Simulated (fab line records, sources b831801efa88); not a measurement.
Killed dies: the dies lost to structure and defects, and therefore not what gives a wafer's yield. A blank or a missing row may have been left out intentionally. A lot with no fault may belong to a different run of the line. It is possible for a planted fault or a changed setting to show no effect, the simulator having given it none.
One fault seen from 2 desks ; flow sky130 ; every desk sees just its own numbers, and what lay behind them comes last

FROM THE METROLOGY DESK
Lot by lot, what the gauges showed, no matter which tool ran the lot: averages of those sampled wafers that carry a number. If a lot's mean is further than 4 standard deviations from the usual mean, the lot is out of limits and carries the mark OUT (the distance appears in the brackets).
Columns: A = SONOS_TUNNEL_TW at SKY_SONOS_TUNNEL_TW_MEAS_12, usual 197.0; B = SONOS_ONO_CVD_02_THK at SKY_SONOS_ONO_THK_MEAS_03, usual 10.49 nm
lot;first seen here;A;B
L954;day 11 07:40;198.3;10.43
L956;day 12 19:08;196.9;10.71
L957;day 14 02:49;197.8;10.41
L958;day 14 03:14;197.2;10.86
L959;day 14 13:02;196.4;10.65
L962;day 14 18:19;196.4;10.54
L966;day 15 19:59;196.7;10.32
L968;day 17 03:05;196.2;10.48
L971;day 17 20:49;195.9;10.51
L970;day 17 23:46;196.5;10.49
L973;day 18 07:46;197.1;10.37
L974;day 18 15:11;196.7;10.46
L976;day 19 00:57;198.1;10.59
Result from this desk: across the 13 lots, nothing is out of limits.

AT THE TOOL OWNER'S DESK: iline stepper-01
The tool's own readings at SKY_LDD_HVP_EXPOSE_04 (exposes mask HVPTM, target cd 700 nm): means of the sampled wafers that have a number, for each lot that ran on this tool. If a lot's mean is further than 4 standard deviations from the usual mean, the lot is out of limits and carries the mark OUT (the distance appears in the brackets).
Columns: A = exposure dose mJ cm2 at SKY_LDD_HVP_EXPOSE_04, usual 85.99
lot;first seen here;A
L954;day 20 16:33;86.00
L956;day 22 12:14;86.03
L957;day 24 00:20;85.97
L958;day 24 01:05;89.69 (+43) OUT
L959;day 24 14:20;89.72 (+43) OUT
L962;day 24 21:11;89.75 (+43) OUT
Finding of this desk: L958, L959, L962 out of limits; the first was L958 at day 24 01:05, on exposure dose mJ cm2 at SKY_LDD_HVP_EXPOSE_04. Within limits: L954, L956, L957.

PUT TOGETHER
On L958, L959, L962, at day 24 01:05, an alarm was possible from the tool owner's desk.
Nothing out of limits was seen by the metrology desk.
The metrology desk holds a record of L958, L959, L962, inside its limits.
On iline stepper-01, each named lot ran SKY_LDD_HVP_EXPOSE_04.

WHAT THE SIMULATOR HAD PUT IN
Process parameter drift: iline stepper-01, from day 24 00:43 on, at SKY_LDD_HVP_EXPOSE_04. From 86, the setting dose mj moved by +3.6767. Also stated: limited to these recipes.
Struck lots among those shown: L958, L959, L962.
Hours from the fault's start to each desk's first reading out of limits: the tool owner's desk, 0.
